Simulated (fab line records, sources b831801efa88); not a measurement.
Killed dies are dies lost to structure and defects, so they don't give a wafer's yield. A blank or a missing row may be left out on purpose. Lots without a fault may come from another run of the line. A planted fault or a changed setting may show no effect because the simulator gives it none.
Which tool did it? | flow sky130 | 24 lots, 72 wafers sampled, at 5 steps of a route of 708

WHAT THE GAUGES READ, wafer by wafer
SKY_VIA2_CD_MEAS_12: target cd 200 nm. Usual: cd_nm 200.0 nm, standard deviation 1.4.
lot  | measured     | on        | cd_nm (nm)        | flag
L074 | day 36 06:22 | cd_sem-02 | 200.7 198.4 199.9 |
L075 | day 36 13:01 | cd_sem-01 | 199.9 200.3 199.8 |
L076 | day 36 22:37 | cd_sem-02 | 202.3 200.7 201.4 |
L077 | day 37 11:11 | cd_sem-02 | 200.7 200.5 200.7 |
L078 | day 38 00:25 | cd_sem-01 | 200.2 200.1 200.2 |
L079 | day 38 02:06 | cd_sem-02 | 196.9 198.2 197.7 |
L080 | day 38 09:49 | cd_sem-02 | 200.9 201.3 200.9 |
L081 | day 38 16:53 | cd_sem-02 | 200.5 200.8 201.0 |
L082 | day 39 01:10 | cd_sem-02 | 198.6 197.0 198.5 |
L083 | day 39 14:04 | cd_sem-01 | 201.8 203.0 201.6 |
L084 | day 39 14:26 | cd_sem-02 | 202.5 201.4 200.5 |
L085 | day 39 22:02 | cd_sem-02 | 200.4 199.8 198.1 |
L086 | day 40 13:08 | cd_sem-01 | 201.8 202.1 200.6 |
L087 | day 40 18:12 | cd_sem-02 | 201.3 200.9 201.2 |
L089 | day 41 01:28 | cd_sem-02 | 200.6 198.9 198.9 |
L088 | day 41 05:56 | cd_sem-02 | 198.1 197.1 198.4 |
L090 | day 41 06:49 | cd_sem-01 | 202.0 201.8 202.4 |
L091 | day 41 12:07 | cd_sem-02 | 198.3 198.9 199.1 |
L092 | day 42 00:18 | cd_sem-01 | 202.0 199.9 203.0 |
L093 | day 42 04:35 | cd_sem-02 | 198.2 200.0 200.1 |
L094 | day 42 15:20 | cd_sem-01 | 198.1 197.2 198.1 |
L095 | day 42 20:13 | cd_sem-02 | 200.7 199.7 200.3 |
L096 | day 43 00:56 | cd_sem-02 | 200.9 198.9 200.0 |
L097 | day 43 01:31 | cd_sem-01 | 200.8 200.2 200.2 |

WHICH TOOL RAN EACH LOT (tool, then ch and the chambers of the sampled wafers, then the start)
lot  | SKY_SD_N_STRIP_11                    | SKY_LI_CONTACT_STRIP_16              | SKY_CONTACT_CVD_00              | SKY_METAL2_SPUTTER_02
L074 | plasma_asher-04 ch 0,1, day 27 18:02 | plasma_asher-01 ch 0,1, day 29 00:35 | pecvd-03 ch 0,2, day 30 07:26   | pvd_sputter-04, day 33 23:25
L075 | plasma_asher-02 ch 1, day 28 02:23   | plasma_asher-04 ch 0,1, day 29 09:02 | pecvd-01 ch 1,2, day 30 15:20   | pvd_sputter-04, day 34 06:56
L076 | plasma_asher-04 ch 0,1, day 28 11:43 | plasma_asher-04 ch 1, day 29 17:43   | pecvd-04 ch 0,2, day 30 23:17   | pvd_sputter-02, day 34 15:33
L077 | plasma_asher-04 ch 0,1, day 29 03:15 | plasma_asher-03 ch 0,1, day 30 09:28 | pecvd-01 ch 0,1, day 31 15:47   | pvd_sputter-02, day 35 04:35
L078 | plasma_asher-01 ch 0,1, day 29 16:31 | plasma_asher-04 ch 0,1, day 30 21:17 | pecvd-01 ch 1,2, day 32 03:41   | pvd_sputter-03, day 35 19:14
L079 | plasma_asher-01 ch 0, day 29 19:20   | plasma_asher-01 ch 0,1, day 30 23:57 | pecvd-03 ch 0,1,2, day 32 05:37 | pvd_sputter-02, day 35 20:20
L080 | plasma_asher-04 ch 0,1, day 30 04:47 | plasma_asher-01 ch 0,1, day 31 09:47 | pecvd-04 ch 1,2, day 32 15:07   | pvd_sputter-03, day 36 04:11
L081 | plasma_asher-04 ch 0,1, day 30 13:18 | plasma_asher-03 ch 0,1, day 31 18:21 | pecvd-01 ch 0,1, day 32 23:27   | pvd_sputter-04, day 36 11:19
L082 | plasma_asher-02 ch 0,1, day 30 20:59 | plasma_asher-04 ch 0,1, day 32 01:23 | pecvd-04 ch 1,2, day 33 06:38   | pvd_sputter-02, day 36 19:31
L083 | plasma_asher-01 ch 0,1, day 31 10:17 | plasma_asher-04 ch 0,1, day 32 15:13 | pecvd-01 ch 0,1, day 33 20:32   | pvd_sputter-04, day 37 09:01
L084 | plasma_asher-04 ch 0,1, day 31 10:34 | plasma_asher-01 ch 0,1, day 32 15:26 | pecvd-04 ch 2, day 33 21:01     | pvd_sputter-02, day 37 09:20
L085 | plasma_asher-04 ch 0,1, day 31 18:45 | plasma_asher-03 ch 0,1, day 33 00:37 | pecvd-01 ch 0,2, day 34 05:59   | pvd_sputter-04, day 37 18:00
L086 | plasma_asher-01 ch 0,1, day 32 14:48 | plasma_asher-03 ch 0,1, day 33 18:37 | pecvd-03 ch 0,1,2, day 34 22:37 | pvd_sputter-02, day 38 09:43
L087 | plasma_asher-04 ch 0,1, day 32 18:42 | plasma_asher-01 ch 0, day 33 22:50   | pecvd-04 ch 0,1,2, day 35 03:41 | pvd_sputter-04, day 38 15:02
L089 | plasma_asher-04 ch 0,1, day 33 03:28 | plasma_asher-04 ch 1, day 34 07:30   | pecvd-04 ch 0,1, day 35 12:05   | pvd_sputter-04, day 38 22:38
L088 | plasma_asher-01 ch 0, day 33 06:07   | plasma_asher-01 ch 0,1, day 34 10:29 | pecvd-01 ch 0,2, day 35 15:43   | pvd_sputter-04, day 39 03:37
L090 | plasma_asher-02 ch 0,1, day 33 08:39 | plasma_asher-03 ch 0,1, day 34 12:20 | pecvd-03 ch 1,2, day 35 17:16   | pvd_sputter-03, day 39 03:55
L091 | plasma_asher-01 ch 0,1, day 33 12:46 | plasma_asher-03 ch 0,1, day 34 16:31 | pecvd-04 ch 1,2, day 35 21:04   | pvd_sputter-04, day 39 08:04
L092 | plasma_asher-01 ch 0,1, day 34 04:52 | plasma_asher-04 ch 0,1, day 35 08:47 | pecvd-04 ch 1,2, day 36 13:11   | pvd_sputter-02, day 39 23:07
L093 | plasma_asher-01 ch 0,1, day 34 06:10 | plasma_asher-03 ch 0,1, day 35 10:49 | pecvd-01 ch 0,1,2, day 36 15:21 | pvd_sputter-04, day 40 02:38
L094 | plasma_asher-01 ch 0,1, day 34 19:51 | plasma_asher-04 ch 0,1, day 35 23:52 | pecvd-01 ch 0,1,2, day 37 04:47 | pvd_sputter-02, day 40 13:32
L095 | plasma_asher-04 ch 0,1, day 34 22:01 | plasma_asher-01 ch 0,1, day 36 02:47 | pecvd-04 ch 1,2, day 37 06:34   | pvd_sputter-03, day 40 17:40
L096 | plasma_asher-01 ch 0,1, day 35 05:19 | plasma_asher-04 ch 0,1, day 36 09:25 | pecvd-03 ch 0,1,2, day 37 13:19 | pvd_sputter-02, day 40 22:54
L097 | plasma_asher-04 ch 0,1, day 35 08:00 | plasma_asher-04 ch 0,1, day 36 12:11 | pecvd-01 ch 0,1,2, day 37 16:17 | pvd_sputter-04, day 41 00:32
- SKY_SD_N_STRIP_11: strips in O2/N2.
- SKY_LI_CONTACT_STRIP_16: strips in O2/N2.
- SKY_CONTACT_CVD_00: deposits Si3N4, target thk 75 nm.
- SKY_METAL2_SPUTTER_02: material AlCu, target thk 250 nm, time 13.3 s.

WHAT THE TOOLS THEMSELVES READ (means of the sampled wafers that have a number; where no wafer has one, the mark that the record gives instead)
SKY_SD_N_STRIP_11. Usual: drypump_motor_current_A 5.78 A, standard deviation 0.18; oes_product_au 0.528 a.u., standard deviation 0.0049; strip_time_to_endpoint_s 22.54 s, standard deviation 0.035.
lot  | tool            | drypump_motor_current_A (A) | oes_product_au (a.u.) | strip_time_to_endpoint_s (s) | flag
L074 | plasma_asher-04 | 5.78                        | 0.531                 | 22.57                        |
L075 | plasma_asher-02 | 5.50                        | 0.529                 | 22.50                        |
L076 | plasma_asher-04 | 5.77                        | 0.523                 | 22.53                        |
L077 | plasma_asher-04 | 5.77                        | 0.527                 | 22.52                        |
L078 | plasma_asher-01 | 5.91                        | 0.525                 | 22.51                        |
L079 | plasma_asher-01 | 6.07                        | 0.532                 | 22.55                        |
L080 | plasma_asher-04 | 5.76                        | 0.525                 | 22.56                        |
L081 | plasma_asher-04 | 5.79                        | 0.527                 | 22.57                        |
L082 | plasma_asher-02 | 5.54                        | 0.525                 | 22.58                        |
L083 | plasma_asher-01 | 5.76                        | 0.527                 | 22.52                        |
L084 | plasma_asher-04 | 5.79                        | 0.526                 | 22.56                        |
L085 | plasma_asher-04 | 5.80                        | 0.529                 | 22.56                        |
L086 | plasma_asher-01 | 5.94                        | 0.528                 | 22.53                        |
L087 | plasma_asher-04 | 5.79                        | 0.531                 | 22.56                        |
L089 | plasma_asher-04 | 5.80                        | 0.522                 | 22.49                        |
L088 | plasma_asher-01 | 6.09                        | 0.524                 | 22.52                        |
L090 | plasma_asher-02 | 5.55                        | 0.531                 | 22.57                        |
L091 | plasma_asher-01 | 5.94                        | 0.527                 | 22.54                        |
L092 | plasma_asher-01 | 5.92                        | 0.527                 | 22.47                        |
L093 | plasma_asher-01 | 5.92                        | 0.527                 | 22.57                        |
L094 | plasma_asher-01 | 5.92                        | 0.528                 | 22.53                        |
L095 | plasma_asher-04 | 5.79                        | 0.529                 | 22.54                        |
L096 | plasma_asher-01 | 5.93                        | 0.527                 | 22.52                        |
L097 | plasma_asher-04 | 5.79                        | 0.530                 | 22.52                        |

SKY_LI_CONTACT_STRIP_16. Usual: drypump_motor_current_A 5.66 A, standard deviation 0.28; oes_product_au 0.376 a.u., standard deviation 0.0054; strip_time_to_endpoint_s 3.49 s, standard deviation 0.033.
lot  | tool            | drypump_motor_current_A (A) | oes_product_au (a.u.) | strip_time_to_endpoint_s (s) | flag
L074 | plasma_asher-01 | 5.92                        | 0.375                 | 3.50                         |
L075 | plasma_asher-04 | 5.81                        | 0.379                 | 3.46                         |
L076 | plasma_asher-04 | 5.75                        | 0.376                 | 3.47                         |
L077 | plasma_asher-03 | 5.23                        | 0.375                 | 3.55                         |
L078 | plasma_asher-04 | 5.78                        | 0.378                 | 3.45                         |
L079 | plasma_asher-01 | 5.93                        | 0.378                 | 3.49                         |
L080 | plasma_asher-01 | 5.92                        | 0.377                 | 3.52                         |
L081 | plasma_asher-03 | 5.36                        | 0.379                 | 3.52                         |
L082 | plasma_asher-04 | 5.76                        | 0.374                 | 3.49                         |
L083 | plasma_asher-04 | 5.79                        | 0.373                 | 3.49                         |
L084 | plasma_asher-01 | 5.76                        | 0.374                 | 3.49                         |
L085 | plasma_asher-03 | 5.34                        | 0.376                 | 3.49                         |
L086 | plasma_asher-03 | 5.23                        | 0.376                 | 3.47                         |
L087 | plasma_asher-01 | 6.12                        | 0.377                 | 3.49                         |
L089 | plasma_asher-04 | 5.79                        | 0.377                 | 3.51                         |
L088 | plasma_asher-01 | 5.94                        | 0.377                 | 3.51                         |
L090 | plasma_asher-03 | 5.25                        | 0.380                 | 3.51                         |
L091 | plasma_asher-03 | 5.23                        | 0.381                 | 3.51                         |
L092 | plasma_asher-04 | 5.79                        | 0.377                 | 3.52                         |
L093 | plasma_asher-03 | 5.33                        | 0.376                 | 3.50                         |
L094 | plasma_asher-04 | 5.79                        | 0.377                 | 3.47                         |
L095 | plasma_asher-01 | 5.76                        | 0.371                 | 3.50                         |
L096 | plasma_asher-04 | 5.78                        | 0.378                 | 3.49                         |
L097 | plasma_asher-04 | 5.76                        | 0.375                 | 3.50                         |

SKY_CONTACT_CVD_00. Usual: heater_power_w 688 W, standard deviation 87.
lot  | tool     | heater_power_w (W) | flag
L074 | pecvd-03 | 605                |
L075 | pecvd-01 | 725                |
L076 | pecvd-04 | 705                |
L077 | pecvd-01 | 612                |
L078 | pecvd-01 | 755                |
L079 | pecvd-03 | 620                |
L080 | pecvd-04 | 756                |
L081 | pecvd-01 | 628                |
L082 | pecvd-04 | 746                |
L083 | pecvd-01 | 639                |
L084 | pecvd-04 | 646                |
L085 | pecvd-01 | 787                |
L086 | pecvd-03 | 572                |
L087 | pecvd-04 | 738                |
L089 | pecvd-04 | 801                |
L088 | pecvd-01 | 687                |
L090 | pecvd-03 | 574                |
L091 | pecvd-04 | 623                |
L092 | pecvd-04 | 718                |
L093 | pecvd-01 | 720                |
L094 | pecvd-01 | 719                |
L095 | pecvd-04 | 731                |
L096 | pecvd-03 | 640                |
L097 | pecvd-01 | 651                |

SKY_METAL2_SPUTTER_02. Usual: throttle_valve_pct 29.5 %, standard deviation 0.99.
lot  | tool           | throttle_valve_pct (%) | flag
L074 | pvd_sputter-04 | 29.5                   |
L075 | pvd_sputter-04 | 29.1                   |
L076 | pvd_sputter-02 | 28.1                   |
L077 | pvd_sputter-02 | 29.4                   |
L078 | pvd_sputter-03 | 30.3                   |
L079 | pvd_sputter-02 | 29.0                   |
L080 | pvd_sputter-03 | 29.5                   |
L081 | pvd_sputter-04 | 29.5                   |
L082 | pvd_sputter-02 | 28.8                   |
L083 | pvd_sputter-04 | 29.4                   |
L084 | pvd_sputter-02 | 29.3                   |
L085 | pvd_sputter-04 | 30.0                   |
L086 | pvd_sputter-02 | 28.5                   |
L087 | pvd_sputter-04 | 30.0                   |
L089 | pvd_sputter-04 | 30.1                   |
L088 | pvd_sputter-04 | 29.1                   |
L090 | pvd_sputter-03 | 30.4                   |
L091 | pvd_sputter-04 | 29.7                   |
L092 | pvd_sputter-02 | 28.6                   |
L093 | pvd_sputter-04 | 29.3                   |
L094 | pvd_sputter-02 | 28.8                   |
L095 | pvd_sputter-03 | 30.3                   |
L096 | pvd_sputter-02 | 29.2                   |
L097 | pvd_sputter-04 | 29.7                   |

THE ANSWER, worked out from the rows above alone
Rule: a lot is off if the mean of its wafers that have a number lies more than 3 standard deviations from the usual mean. A lot without any number at a reading at which 4 lots or more have one is off too. The other lots that the step has rows for count as sound. The gauges are gone through in route order, then the tools' own readings, and for those a lot's mean is taken as printed above. The first step at which some lot is off is used, and at that step the reading that is off furthest; a lot without a number counts as furthest.
No lot is off at any reading shown: from this, nothing can be told.

WHAT THE SIMULATOR HAD PUT IN
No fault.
